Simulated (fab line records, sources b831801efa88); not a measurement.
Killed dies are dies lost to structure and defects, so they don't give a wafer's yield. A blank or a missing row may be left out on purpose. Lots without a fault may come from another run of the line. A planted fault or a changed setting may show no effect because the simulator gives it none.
Which tool did it? | flow sky130 | 12 lots, 36 wafers sampled, at 1 step of a route of 708

WHAT THE GAUGES READ, wafer by wafer
SKY_VIA3_THK_MEAS_23: measures by xrf.
lot  | measured     | on            | VIA3_W_THK (nm)
L075 | day 40 08:46 | film_metro-04 | 422 399 419
L077 | day 40 18:56 | film_metro-02 | 399 399 381
L079 | day 41 08:29 | film_metro-01 | 416 413 395
L081 | day 41 21:34 | film_metro-04 | 389 405 392
L083 | day 42 10:52 | film_metro-02 | 388 389 410
L085 | day 43 00:41 | film_metro-04 | 392 397 410
L087 | day 43 22:06 | film_metro-01 | 395 407 400
L089 | day 44 09:54 | film_metro-04 | 410 415 400
L091 | day 44 18:57 | film_metro-02 | 387 410 411
L093 | day 45 08:35 | film_metro-04 | 420 398 401
L095 | day 45 16:31 | film_metro-01 | 408 407 391
L097 | day 46 01:53 | film_metro-04 | 416 417 400

WHICH TOOL RAN EACH LOT (tool, then ch and the chambers of the sampled wafers, then the start)
The record holds no process step before these readings.

THE ANSWER, worked out from the rows above alone
Rule: what is usual is taken from the lots themselves. Put in order of their means at a reading, lots are off if they are a third of the lots or fewer, leave a main group of 4 or more, and stand apart from it by a gap of 3 or more times the standard deviation of the main group's means; of several such gaps the widest counts. A main group whose means are all the same, to the digits that the tables above print for the reading, isn't used. A lot without any number at a reading at which 4 lots or more have one is off too. The other lots that the step has rows for count as sound.
No lot is off at any reading shown: from this, nothing can be told.

WHAT THE SIMULATOR HAD PUT IN
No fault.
